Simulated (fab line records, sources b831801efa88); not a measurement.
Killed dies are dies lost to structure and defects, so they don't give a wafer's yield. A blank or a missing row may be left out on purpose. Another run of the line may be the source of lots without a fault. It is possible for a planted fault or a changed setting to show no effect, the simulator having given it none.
fab line records	flow gf180mcu	part 1 of 2: steps 1 to 42 of 43
record: lots: 6	wafers: 18	last_day: 34
route steps=602 shown HV_LDD@233 NSD@235 PSD@248 SAB@264 PASSIVATION@602
lots with no fault: from the same line, run without faults
start_h: hours from the record's first day to the start of the lot's first wafer shown	wait_h: hours from the lot's prior step to this one	" as in the row above	L1.1+2: a single row standing in for several wafers	- value missing, or start not given	* or withheld: withheld	< > ~ a bound
route shown NAME@n: NAME is a module with steps in the file, n the number in the route of the first one	usual: mean and standard deviation over wafers with no fault	same: alike in all rows	chamber/n: place in a boat	sites: each site's reading	_std_site: how widely they spread, as a standard deviation	_edge_site: inner sites' mean taken away from outer sites' mean	radius_mm: for every site, how far away it sits from the centre of the wafer	mask NAME#n: copy n	behind: the tool/chamber that last shaped the wafer	hold: cause of the lot's hold/its duration in hours/its outcome	device: the n, p or np transistor that did not switch	end of line: at the end of the route, the tests of the same wafers	for a step that has no rows: nothing shown but its recipe	killed: count of dies lost to structure and defects at first sort (not the wafer's yield)	map: the dies of a wafer, with x for killed, . for not killed, _ for no die there
set.NAME: setting as actually run; set.NAME@STEP: the setting as run at that earlier step	model.NAME: the simulator's own value behind a step, which no gauge read
certain route steps with their lots: each step a table, each wafer a row
services: the hour from which a tool's chamber was out of use, counted from the record's first day as start_h (under 0 if before that day), plus the number of hours and why
== steps ==
step: GF_HV_LDD_THK_MEAS_57
recipe: reads: Si3N4_of_HV_LDD_CVD_56
usual: HV_LDD_CVD_56_THK: 89.8/0.99
lot.wafer	tool	chamber	start_h	wait_h	HV_LDD_CVD_56_THK[nm]
L628.1	film_metro-01	-	292.74	0.0	91.9
L628.2	"	-	"	"	92.3
L628.4	"	-	"	"	91.6
L629.2	film_metro-01	-	296.15	0.0	88.9
L629.4	"	-	"	"	89.0
L629.6	"	-	"	"	88.7
L632.1	film_metro-03	-	323.69	0.0	89.1
L632.3	"	-	"	"	88.3
L632.6	"	-	"	"	88.2
L638.3	film_metro-01	-	375.61	0.0	90.8
L638.4	"	-	"	"	90.5
L638.6	"	-	"	"	91.1
L643.1	film_metro-02	-	409.99	0.0	88.5
L643.3	"	-	"	"	88.4
L643.6	"	-	"	"	88.5
L648.1	film_metro-03	-	452.10	0.0	90.4
L648.5	"	-	"	"	90.7
L648.6	"	-	"	"	89.7
step: GF_HV_LDD_ETCHBACK_58
recipe: chemistry: CH3F/O2	target: Si3N4	stop_on: SiO2	source_w: 400	bias_w: 80	pressure_mtorr: 25	ch3f_flow_sccm: 40	O2_flow_sccm: 30	time_s: 100	target_depth_a: 900
usual: chamber_pressure_mTorr: 25.003/0.024	drypump_motor_current_A: 5.9/0.36	oes_product_au: 0.842/0.0067	throttle_valve_pct: 10.561/0.0088
lot.wafer	tool	chamber	start_h	wait_h	chamber_pressure_mTorr	drypump_motor_current_A	oes_product_au	rf_hours_counter_h	throttle_valve_pct
L628.1	rie_diel-04	0	292.80	0.1	25.000	5.3	0.863	87	10.569
L628.2	"	1	"	"	25.014	6.5	0.853	122	10.567
L628.4	"	3	"	"	25.009	6.2	0.848	3	10.569
L629.2	rie_diel-03	3	296.20	0.0	25.030	5.5	0.839	8	10.551
L629.4	"	1	"	"	25.000	6.4	0.837	15	10.565
L629.6	"	2	"	"	25.005	6.0	0.838	-	10.558
L632.1	rie_diel-01	1	323.75	0.1	24.981	5.8	0.848	51	10.555
L632.3	"	0	"	"	25.000	5.7	0.825	14	10.571
L632.6	"	0	"	"	25.030	5.7	0.828	-	10.549
L638.3	rie_diel-01	3	375.65	0.0	25.018	5.7	0.850	43	10.565
L638.4	"	2	"	"	25.003	6.0	0.840	52	10.568
L638.6	"	1	"	"	25.058	5.9	0.856	-	10.561
L643.1	rie_diel-03	3	410.05	0.1	24.981	5.5	0.834	11	10.553
L643.3	"	2	"	"	25.003	6.0	0.836	8	10.554
L643.6	"	2	"	"	25.022	6.0	0.838	-	10.557
L648.1	rie_diel-04	0	452.16	0.1	25.029	5.3	0.845	92	10.556
L648.5	"	3	"	"	24.987	6.2	0.851	-	10.562
L648.6	"	0	"	"	24.993	5.3	0.838	-	10.562
step: GF_NSD_DEHYDRATE_00
recipe: temp_c: 200	time_s: 60
step: GF_NSD_HMDS_01
recipe: prime_time_s: 60	prime_temp_c: 120
step: GF_NSD_COAT_02
recipe: resist: NOVOLAK	spin_rpm: 3000	resist_thk_nm: 1000
step: GF_NSD_SOFTBAKE_03
recipe: temp_c: 90	time_s: 60	resist: NOVOLAK
step: GF_NSD_EXPOSE_04
recipe: mask_id: Nplus	target_cd_nm: 400	na: 0.6	source_shape: conventional	sigma_outer: 0.6	dose_mj: 140
step: GF_NSD_PEB_05
recipe: temp_c: withheld	time_s: *	resist: NOVOLAK
step: GF_NSD_DEVELOP_06
recipe: develop_time_s: 60	dev_temp_c: 23
step: GF_NSD_CD_MEAS_07
recipe: target_cd_nm: 400
usual: cd_nm: 399.6/2.4
lot.wafer	tool	chamber	start_h	wait_h	cd_nm
L628.1	cd_sem-01	-	312.77	0.1	399.4
L628.2	"	-	"	"	400.3
L628.4	"	-	"	"	399.4
L629.2	cd_sem-01	-	316.62	0.1	396.2
L629.4	"	-	"	"	396.9
L629.6	"	-	"	"	398.3
L632.1	cd_sem-02	-	345.37	0.1	398.0
L632.3	"	-	"	"	399.1
L632.6	"	-	"	"	399.0
L638.3	cd_sem-01	-	398.56	0.2	400.5
L638.4	"	-	"	"	399.4
L638.6	"	-	"	"	397.9
L643.1	cd_sem-02	-	433.65	0.1	399.6
L643.3	"	-	"	"	400.2
L643.6	"	-	"	"	401.2
L648.1	cd_sem-01	-	476.82	0.1	405.2
L648.5	"	-	"	"	403.5
L648.6	"	-	"	"	405.8
step: GF_NSD_OVL_MEAS_08
usual: NSD_OVL: 1.5/1.2
lot.wafer	tool	chamber	start_h	wait_h	NSD_OVL[nm]
L628.1	overlay-02	-	312.89	0.1	1.2
L628.2	"	-	"	"	0.3
L628.4	"	-	"	"	2.3
L629.2	overlay-02	-	316.73	0.1	1.7
L629.4	"	-	"	"	0.7
L629.6	"	-	"	"	0.2
L632.1	overlay-01	-	345.49	0.1	2.6
L632.3	"	-	"	"	1.0
L632.6	"	-	"	"	1.7
L638.3	overlay-01	-	398.66	0.1	1.6
L638.4	"	-	"	"	1.9
L638.6	"	-	"	"	3.3
L643.1	overlay-01	-	433.77	0.1	1.5
L643.3	"	-	"	"	2.0
L643.6	"	-	"	"	2.5
L648.1	overlay-01	-	476.94	0.1	2.7
L648.5	"	-	"	"	1.1
L648.6	"	-	"	"	1.1
step: GF_NSD_IMPLANT_09
recipe: species: As	energy_kev: 58.36	dose_cm2: 4e+15	tilt_deg: 7
step: GF_NSD_IMPLANT_10
recipe: species: P	energy_kev: 40	dose_cm2: 5e+14	tilt_deg: 7
usual: dose_ions_cm2: 4.999e+14/4.3e+11
lot.wafer	tool	chamber	start_h	wait_h	dose_ions_cm2
L628.1	implanter-02	0	313.08	0.1	4.998e+14
L628.2	"	0	"	"	5e+14
L628.4	"	0	"	"	4.999e+14
L629.2	implanter-04	0	316.94	0.1	4.996e+14
L629.4	"	0	"	"	4.995e+14
L629.6	"	0	"	"	4.992e+14
L632.1	implanter-02	0	345.68	0.1	4.998e+14
L632.3	"	0	"	"	5.004e+14
L632.6	"	0	"	"	4.993e+14
L638.3	implanter-02	0	398.88	0.1	5e+14
L638.4	"	0	"	"	5.007e+14
L638.6	"	0	"	"	4.998e+14
L643.1	implanter-02	0	433.96	0.1	5.002e+14
L643.3	"	0	"	"	5e+14
L643.6	"	0	"	"	4.999e+14
L648.1	implanter-04	0	477.12	0.1	5.001e+14
L648.5	"	0	"	"	4.991e+14
L648.6	"	0	"	"	4.992e+14
step: GF_NSD_STRIP_11
recipe: chemistry: O2/N2	power_w: 1400	pressure_mtorr: 1500	platen_temp_c: 250	o2_flow_sccm: 3000	n2_flow_sccm: 300	overash_fraction: 0.5
usual: chamber_pressure_mTorr: 1500.0/1.4	drypump_motor_current_A: 5.77/0.24	heater_power_w: 367/20	oes_product_au: 0.489/0.0042	strip_time_to_endpoint_s: 22.75/0.044
lot.wafer	tool	chamber	start_h	wait_h	chamber_pressure_mTorr	drypump_motor_current_A	heater_power_w	oes_product_au	rf_hours_counter_h	strip_time_to_endpoint_s
L628.1	plasma_asher-03	1	313.23	0.1	1499.5	6.08	352	0.485	70	22.77
L628.2	"	0	"	"	1498.0	5.58	377	0.487	70	22.82
L628.4	"	1	"	"	1496.3	6.06	362	0.482	-	22.81
L629.2	plasma_asher-02	1	317.06	0.1	1500.1	6.11	344	0.492	54	22.79
L629.4	"	1	"	"	1499.3	6.08	333	0.493	-	22.79
L629.6	"	0	"	"	1499.6	5.39	360	0.496	-	22.78
L632.1	plasma_asher-03	0	345.83	0.1	1499.8	5.54	367	0.484	74	22.83
L632.3	"	1	"	"	1502.7	6.05	352	0.486	-	22.83
L632.6	"	1	"	"	1499.1	6.04	359	0.488	-	22.78
L638.3	plasma_asher-03	1	399.01	0.1	1499.6	6.05	353	0.486	-	22.76
L638.4	"	0	"	"	1500.5	5.54	365	0.478	-	22.73
L638.6	"	0	"	"	1496.8	5.56	362	0.492	-	22.71
L643.1	plasma_asher-04	1	434.11	0.1	1499.4	5.61	357	0.493	32	22.81
L643.3	"	1	"	"	1499.6	5.58	362	0.487	-	22.82
L643.6	"	0	"	"	1501.1	5.70	398	0.491	-	22.78
L648.1	plasma_asher-04	0	477.27	0.1	1496.7	5.72	420	0.495	36	22.71
L648.5	"	1	"	"	1501.0	5.60	349	0.489	-	22.75
L648.6	"	0	"	"	1502.1	5.72	403	0.487	-	22.75
step: GF_NSD_TW_MEAS_12
usual: NSD_TW: 4214/22
lot.wafer	tool	chamber	start_h	wait_h	NSD_TW
L628.1	film_metro-04	-	313.33	0.1	4223
L628.2	"	-	"	"	4210
L628.4	"	-	"	"	4266
L629.2	film_metro-01	-	317.17	0.1	4215
L629.4	"	-	"	"	4220
L629.6	"	-	"	"	4220
L632.1	film_metro-01	-	345.93	0.1	4232
L632.3	"	-	"	"	4217
L632.6	"	-	"	"	4223
L638.3	film_metro-02	-	399.10	0.1	4194
L638.4	"	-	"	"	4182
L638.6	"	-	"	"	4181
L643.1	film_metro-02	-	434.21	0.1	4221
L643.3	"	-	"	"	4253
L643.6	"	-	"	"	4242
L648.1	film_metro-01	-	477.37	0.1	4182
L648.5	"	-	"	"	4169
L648.6	"	-	"	"	4176
step: GF_PSD_DEHYDRATE_00
recipe: temp_c: 200	time_s: 60
step: GF_PSD_HMDS_01
recipe: prime_time_s: 60	prime_temp_c: 120
step: GF_PSD_COAT_02
recipe: resist: NOVOLAK	spin_rpm: 3000	resist_thk_nm: 1000
step: GF_PSD_SOFTBAKE_03
recipe: temp_c: 90	time_s: 60	resist: NOVOLAK
step: GF_PSD_EXPOSE_04
recipe: mask_id: Pplus	target_cd_nm: 400	na: 0.6	source_shape: conventional	sigma_outer: 0.6	dose_mj: 140
step: GF_PSD_PEB_05
recipe: temp_c: withheld	time_s: *	resist: NOVOLAK
step: GF_PSD_DEVELOP_06
recipe: develop_time_s: 60	dev_temp_c: 23
step: GF_PSD_CD_MEAS_07
recipe: target_cd_nm: 400
usual: cd_nm: 400.4/2.8
lot.wafer	tool	chamber	start_h	wait_h	cd_nm
L628.1	cd_sem-02	-	334.54	0.1	400.0
L628.2	"	-	"	"	402.7
L628.4	"	-	"	"	403.7
L629.2	cd_sem-02	-	337.42	0.1	401.7
L629.4	"	-	"	"	401.0
L629.6	"	-	"	"	400.5
L632.1	cd_sem-02	-	367.92	0.2	406.8
L632.3	"	-	"	"	404.4
L632.6	"	-	"	"	405.5
L638.3	cd_sem-01	-	422.73	0.1	402.3
L638.4	"	-	"	"	402.3
L638.6	"	-	"	"	402.1
L643.1	cd_sem-02	-	458.79	0.1	395.9
L643.3	"	-	"	"	396.2
L643.6	"	-	"	"	398.0
L648.1	cd_sem-01	-	500.72	0.1	400.8
L648.5	"	-	"	"	402.4
L648.6	"	-	"	"	400.6
step: GF_PSD_OVL_MEAS_08
usual: PSD_OVL: 1.0/1.3
lot.wafer	tool	chamber	start_h	wait_h	PSD_OVL[nm]
L628.1	overlay-02	-	334.66	0.1	1.0
L628.2	"	-	"	"	3.1
L628.4	"	-	"	"	1.0
L629.2	overlay-02	-	337.53	0.1	1.7
L629.4	"	-	"	"	1.1
L629.6	"	-	"	"	0.5
L632.1	overlay-01	-	368.04	0.1	0.0
L632.3	"	-	"	"	2.9
L632.6	"	-	"	"	0.3
L638.3	overlay-02	-	422.82	0.1	0.1
L638.4	"	-	"	"	3.1
L638.6	"	-	"	"	3.8
L643.1	overlay-02	-	458.91	0.1	-0.4
L643.3	"	-	"	"	-0.9
L643.6	"	-	"	"	0.7
L648.1	overlay-02	-	500.84	0.1	2.3
L648.5	"	-	"	"	3.1
L648.6	"	-	"	"	1.3
step: GF_PSD_IMPLANT_09
recipe: species: BF2	energy_kev: 40	dose_cm2: 1.5e+15	tilt_deg: 7
step: GF_PSD_STRIP_10
recipe: chemistry: O2/N2	power_w: 1400	pressure_mtorr: 1500	platen_temp_c: 250	o2_flow_sccm: 3000	n2_flow_sccm: 300	overash_fraction: 0.5
usual: chamber_pressure_mTorr: 1499.9/1.5	drypump_motor_current_A: 5.6/0.36	heater_power_w: 348/14	oes_product_au: 0.592/0.0048	strip_time_to_endpoint_s: 16.53/0.041
lot.wafer	tool	chamber	start_h	wait_h	chamber_pressure_mTorr	drypump_motor_current_A	heater_power_w	oes_product_au	rf_hours_counter_h	strip_time_to_endpoint_s
L628.1	plasma_asher-01	1	334.84	0.1	1499.3	5.7	330	0.596	61	16.50
L628.2	"	0	"	"	1500.3	5.0	335	0.593	61	16.52
L628.4	"	0	"	"	1500.1	5.1	333	0.584	-	16.55
L629.2	plasma_asher-02	1	337.71	0.1	1500.8	6.1	330	0.587	56	16.47
L629.4	"	1	"	"	1497.7	6.1	340	0.593	-	16.51
L629.6	"	1	"	"	1498.3	6.0	338	0.584	-	16.51
L632.1	plasma_asher-01	1	368.23	0.1	1498.0	5.7	328	0.598	65	16.56
L632.3	"	0	"	"	1500.8	5.1	340	0.595	-	16.55
L632.6	"	1	"	"	1498.4	5.7	332	0.588	-	16.57
L638.3	plasma_asher-02	0	423.03	0.1	1500.6	5.4	356	0.607	-	16.53
L638.4	"	1	"	"	1500.1	6.1	347	0.597	-	16.50
L638.6	"	0	"	"	1500.2	5.4	364	0.592	-	16.52
L643.1	plasma_asher-03	1	459.09	0.1	1500.3	6.1	360	0.588	86	16.56
L643.3	"	0	"	"	1498.3	5.6	368	0.586	-	16.61
L643.6	"	0	"	"	1500.2	5.6	364	0.596	-	16.59
L648.1	plasma_asher-03	1	501.02	0.1	1501.0	6.1	362	0.595	91	16.54
L648.5	"	0	"	"	1499.0	5.6	370	0.592	-	16.55
L648.6	"	1	"	"	1501.2	6.1	360	0.598	-	16.56
step: GF_PSD_TW_MEAS_11
usual: PSD_TW: 3172/12
lot.wafer	tool	chamber	start_h	wait_h	PSD_TW
L628.1	film_metro-01	-	334.94	0.1	3174
L628.2	"	-	"	"	3192
L628.4	"	-	"	"	3186
L629.2	film_metro-01	-	337.82	0.1	3166
L629.4	"	-	"	"	3173
L629.6	"	-	"	"	3179
L632.1	film_metro-04	-	368.33	0.1	3192
L632.3	"	-	"	"	3193
L632.6	"	-	"	"	3179
L638.3	film_metro-01	-	423.11	0.1	3176
L638.4	"	-	"	"	3203
L638.6	"	-	"	"	3174
L643.1	film_metro-04	-	459.19	0.1	3157
L643.3	"	-	"	"	3172
L643.6	"	-	"	"	3165
L648.1	film_metro-04	-	501.12	0.1	3169
L648.5	"	-	"	"	3180
L648.6	"	-	"	"	3170
step: GF_PSD_CLEAN_12
recipe: chemistry: SC1/SC2	mix: 1:4:20	temp_c: 70	time_s: 150	dry: n2_spin
step: GF_PSD_RTA_13
recipe: temp_c: 1025	time_s: 20	ambient: N2
usual: chamber_o2_ppm: 2.001/0.022	lamp_power_pct: 36.8/0.58	wafer_temp_C_max: 1028.6/0.86
lot.wafer	tool	chamber	start_h	wait_h	chamber_o2_ppm	lamp_power_pct	wafer_temp_C_max
L628.1	rtp_anneal-02	0	335.05	0.0	1.978	36.5	1028.7
L628.2	"	0	"	"	1.990	36.5	1028.1
L628.4	"	0	"	"	1.984	36.4	1028.1
L629.2	rtp_anneal-01	0	337.93	0.0	1.998	37.8	1028.2
L629.4	"	0	"	"	1.983	37.8	1028.0
L629.6	"	0	"	"	1.990	37.8	1028.8
L632.1	rtp_anneal-02	0	368.44	0.0	2.018	36.4	1029.1
L632.3	"	0	"	"	2.007	36.5	1028.5
L632.6	"	0	"	"	1.981	36.4	1027.6
L638.3	rtp_anneal-01	0	423.23	0.0	1.982	37.7	1027.2
L638.4	"	0	"	"	2.009	37.7	1029.9
L638.6	"	0	"	"	2.005	37.8	1027.0
L643.1	rtp_anneal-02	0	459.30	0.0	2.002	36.4	1029.4
L643.3	"	0	"	"	2.028	36.4	1028.1
L643.6	"	0	"	"	2.003	36.4	1028.3
L648.1	rtp_anneal-02	0	501.23	0.0	1.961	36.5	1031.1
L648.5	"	0	"	"	1.984	36.4	1029.3
L648.6	"	0	"	"	1.968	36.5	1028.5
step: GF_PSD_RS_MEAS_14
recipe: thk_meas_gauge: four-point-probe
usual: NSD_RS: 46.60/0.083
lot.wafer	tool	chamber	start_h	wait_h	NSD_RS[ohm/sq]
L628.1	film_metro-04	-	335.14	0.1	46.52
L628.2	"	-	"	"	46.50
L628.4	"	-	"	"	46.54
L629.2	film_metro-01	-	338.07	0.1	46.52
L629.4	"	-	"	"	46.63
L629.6	"	-	"	"	46.65
L632.1	film_metro-04	-	368.53	0.1	46.67
L632.3	"	-	"	"	46.60
L632.6	"	-	"	"	46.54
L638.3	film_metro-04	-	423.33	0.1	46.55
L638.4	"	-	"	"	46.64
L638.6	"	-	"	"	46.63
L643.1	film_metro-02	-	459.39	0.1	46.62
L643.3	"	-	"	"	46.66
L643.6	"	-	"	"	46.79
L648.1	film_metro-02	-	501.32	0.1	46.60
L648.5	"	-	"	"	46.60
L648.6	"	-	"	"	46.57
step: GF_PSD_RS_MEAS_15
recipe: thk_meas_gauge: four-point-probe
usual: PSD_RS: 108.6/0.3
lot.wafer	tool	chamber	start_h	wait_h	PSD_RS[ohm/sq]
L628.1	film_metro-04	-	335.26	0.1	108.7
L628.2	"	-	"	"	108.1
L628.4	"	-	"	"	108.3
L629.2	film_metro-01	-	338.19	0.1	108.7
L629.4	"	-	"	"	108.8
L629.6	"	-	"	"	108.8
L632.1	film_metro-04	-	368.65	0.1	108.8
L632.3	"	-	"	"	109.0
L632.6	"	-	"	"	108.8
L638.3	film_metro-04	-	423.45	0.1	108.8
L638.4	"	-	"	"	108.7
L638.6	"	-	"	"	108.5
L643.1	film_metro-02	-	459.51	0.1	108.7
L643.3	"	-	"	"	109.0
L643.6	"	-	"	"	109.0
L648.1	film_metro-02	-	501.44	0.1	108.4
L648.5	"	-	"	"	108.2
L648.6	"	-	"	"	107.8
step: GF_SAB_CVD_00
recipe: material: SiO2	target_thk_nm: 50	precursor: TEOS	temp_c: 400	time_s: 4.9302	rf_w: 600
usual: heater_power_w: 666/93
lot.wafer	tool	chamber	start_h	wait_h	heater_power_w
L628.1	pecvd-03	0	335.38	0.1	730
L628.2	"	1	"	"	678
L628.4	"	2	"	"	592
L629.2	pecvd-04	1	338.29	0.1	561
L629.4	"	2	"	"	632
L629.6	"	1	"	"	553
L632.1	pecvd-03	0	368.77	0.1	778
L632.3	"	2	"	"	560
L632.6	"	1	"	"	756
L638.3	pecvd-03	1	423.53	0.1	749
L638.4	"	0	"	"	725
L638.6	"	1	"	"	788
L643.1	pecvd-01	0	459.63	0.1	662
L643.3	"	2	"	"	561
L643.6	"	2	"	"	548
L648.1	pecvd-01	1	501.56	0.1	598
L648.5	"	0	"	"	636
L648.6	"	1	"	"	601
step: GF_SAB_THK_MEAS_01
recipe: reads: SiO2_of_SAB_CVD_00
usual: SAB_CVD_00_THK: 50.1/0.67
lot.wafer	tool	chamber	start_h	wait_h	SAB_CVD_00_THK[nm]
L628.1	film_metro-03	-	335.40	0.0	50.1
L628.2	"	-	"	"	50.2
L628.4	"	-	"	"	50.4
L629.2	film_metro-04	-	338.32	0.0	49.6
L629.4	"	-	"	"	50.0
L629.6	"	-	"	"	50.1
L632.1	film_metro-04	-	368.79	0.0	50.3
L632.3	"	-	"	"	50.6
L632.6	"	-	"	"	51.0
L638.3	film_metro-03	-	423.57	0.0	49.8
L638.4	"	-	"	"	50.6
L638.6	"	-	"	"	50.7
L643.1	film_metro-02	-	459.65	0.0	49.7
L643.3	"	-	"	"	50.3
L643.6	"	-	"	"	51.0
L648.1	film_metro-02	-	501.58	0.0	49.8
L648.5	"	-	"	"	51.1
L648.6	"	-	"	"	50.3
step: GF_SAB_DEHYDRATE_02
recipe: temp_c: 200	time_s: 60
step: GF_SAB_HMDS_03
recipe: prime_time_s: 60	prime_temp_c: 120
step: GF_SAB_COAT_04
recipe: resist: NOVOLAK	spin_rpm: 3000	resist_thk_nm: 1000
step: GF_SAB_SOFTBAKE_05
recipe: temp_c: 90	time_s: 60	resist: NOVOLAK
step: GF_SAB_EXPOSE_06
recipe: mask_id: SAB	target_cd_nm: 420	na: 0.6	source_shape: conventional	sigma_outer: 0.6	dose_mj: 140
step: GF_SAB_PEB_07
recipe: temp_c: withheld	time_s: *	resist: NOVOLAK
step: GF_SAB_DEVELOP_08
recipe: develop_time_s: 58.63	dev_temp_c: 23
step: GF_SAB_CD_MEAS_09
recipe: target_cd_nm: 420
usual: cd_nm: 419.3/2.2
lot.wafer	tool	chamber	start_h	wait_h	cd_nm
L628.1	cd_sem-01	-	357.04	0.1	419.5
L628.2	"	-	"	"	418.5
L628.4	"	-	"	"	418.0
L629.2	cd_sem-02	-	359.35	0.1	425.1
L629.4	"	-	"	"	423.7
L629.6	"	-	"	"	424.6
L632.1	cd_sem-01	-	391.78	0.1	417.8
L632.3	"	-	"	"	418.5
L632.6	"	-	"	"	417.5
L638.3	cd_sem-02	-	447.56	0.1	419.7
L638.4	"	-	"	"	418.1
L638.6	"	-	"	"	419.4
L643.1	cd_sem-02	-	483.72	0.1	419.7
L643.3	"	-	"	"	420.9
L643.6	"	-	"	"	418.7
L648.1	cd_sem-01	-	524.92	0.1	420.3
L648.5	"	-	"	"	422.6
L648.6	"	-	"	"	420.6
step: GF_SAB_OVL_MEAS_10
usual: SAB_OVL: 0.3/1.3
lot.wafer	tool	chamber	start_h	wait_h	SAB_OVL[nm]
L628.1	overlay-02	-	357.16	0.1	0.0
L628.2	"	-	"	"	-0.5
L628.4	"	-	"	"	0.2
L629.2	overlay-02	-	359.45	0.1	1.2
L629.4	"	-	"	"	0.2
L629.6	"	-	"	"	1.5
L632.1	overlay-02	-	391.90	0.1	-0.8
L632.3	"	-	"	"	-2.4
L632.6	"	-	"	"	-1.2
L638.3	overlay-02	-	447.66	0.1	0.0
L638.4	"	-	"	"	-0.5
L638.6	"	-	"	"	-0.9
L643.1	overlay-02	-	483.84	0.1	0.3
L643.3	"	-	"	"	1.2
L643.6	"	-	"	"	-0.5
L648.1	overlay-01	-	525.04	0.1	-1.6
L648.5	"	-	"	"	-1.9
L648.6	"	-	"	"	0.3
